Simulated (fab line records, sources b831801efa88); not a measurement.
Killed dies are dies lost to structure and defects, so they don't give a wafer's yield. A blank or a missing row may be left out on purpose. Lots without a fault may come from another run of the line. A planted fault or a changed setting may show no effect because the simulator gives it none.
A struck lot beside a sound one | flow gf180mcu | 14 steps out of a route of 602
Sound: wafers L848.1, L848.5, L848.6. Struck: wafers L840.3, L840.5, L840.6. The cause comes at the end.
At each step with rows: each side's tool, then ch and its chambers, then its first start. Under that, the readings that differ: sound wafers | struck wafers | difference of the means | sigmas: that difference in standard deviations of wafers without a fault.
alike: readings whose means differ by less than 2 such deviations, and words and numbers that are the same on both sides. not compared: withheld readings, readings that some wafer has no value for, bounds like >300 that may hide the same value, and numbers for which the record gives no deviation and whose values overlap.
The two part at a step that has a row with sigmas, a row that says differs or no value, or rows on one side only. Numbers that don't overlap but have no deviation are shown without sigmas and don't part them. A reading that every wafer of one side lacks parts them only if that side has two wafers or more.

first, 3 steps without rows for these wafers: GF_STI_EXPOSE_09 (exposes mask COMP, target cd 220 nm); GF_STI_PEB_10 (peb time 90 s); GF_STI_DEVELOP_11 (develop time 60 s).
GF_STI_CD_MEAS_12: target cd 220 nm.
  sound on cd_sem-01, day 6 18:39; struck on cd_sem-02, day 5 02:10
  alike: cd_nm
GF_STI_ETCH_13: etches the open film in CHF3/O2, stops on Si, target depth 282.31 nm, time 112.9 s.
  sound on rie_diel-01 ch 0,1, day 6 18:46; struck on rie_diel-03 ch 0,2,3, day 5 02:15
  alike: drypump_motor_current_A, oes_product_au, throttle_valve_pct
  not compared: rf_hours_counter_h
GF_STI_ETCH_14: etches Si in HBr/Cl2/O2, target depth 360 nm, time 102.9 s.
  sound on rie_si-01 ch 1,2, day 6 18:51; struck on rie_si-01 ch 0,2,3, day 5 02:20
  reading               | sound             | struck            | difference | sigmas
  oes_product_au (a.u.) | 0.994 0.989 0.985 | 1.008 1.030 0.997 | +0.022     | +2
  alike: drypump_motor_current_A, mfc_cl2_sccm, throttle_valve_pct
  not compared: rf_hours_counter_h
GF_STI_STRIP_15: strips in O2/N2.
  sound on plasma_asher-02 ch 0,1, day 6 18:55; struck on plasma_asher-01 ch 0,1, day 5 02:26
  alike: drypump_motor_current_A, heater_power_w, oes_product_au, strip_time_to_endpoint_s
  not compared: rf_hours_counter_h
then, 5 steps without rows for these wafers: GF_STI_CLEAN_16 (cleans in dHF, time 25 s); GF_STI_WET_ETCH_17 (etches Si3N4 in H3PO4, target depth 45 nm, time 514 s); GF_STI_CLEAN_18 (cleans in SC1/SC2, time 150 s); GF_STI_CLEAN_19 (cleans in dHF, time 20 s); GF_STI_WET_ETCH_20 (etches SiO2 in dHF, target depth 20 nm, time 400 s).
GF_STI_OXIDATION_21: stabilise 600 s, purge 300 s, target thk 15 nm.
  sound on furnace-01 ch 0, day 6 19:23; struck on furnace-02, day 5 03:01
  no value came back on the struck wafers for ox_temp_c (C), ox_temp_c_max, spike_tc_bottom_C (C), zone_power_centre_pct (%); on the sound wafers ox_temp_c (C) reads 1000.6 999.7 999.9
then, 1 step without rows for these wafers: GF_STI_CVD_23 (deposits SiO2, target thk 650 nm, time 108.3 s).

WHERE THEY PART
First at GF_STI_ETCH_14; last, within this record, at GF_STI_OXIDATION_21.

WHY: what the simulator had put in
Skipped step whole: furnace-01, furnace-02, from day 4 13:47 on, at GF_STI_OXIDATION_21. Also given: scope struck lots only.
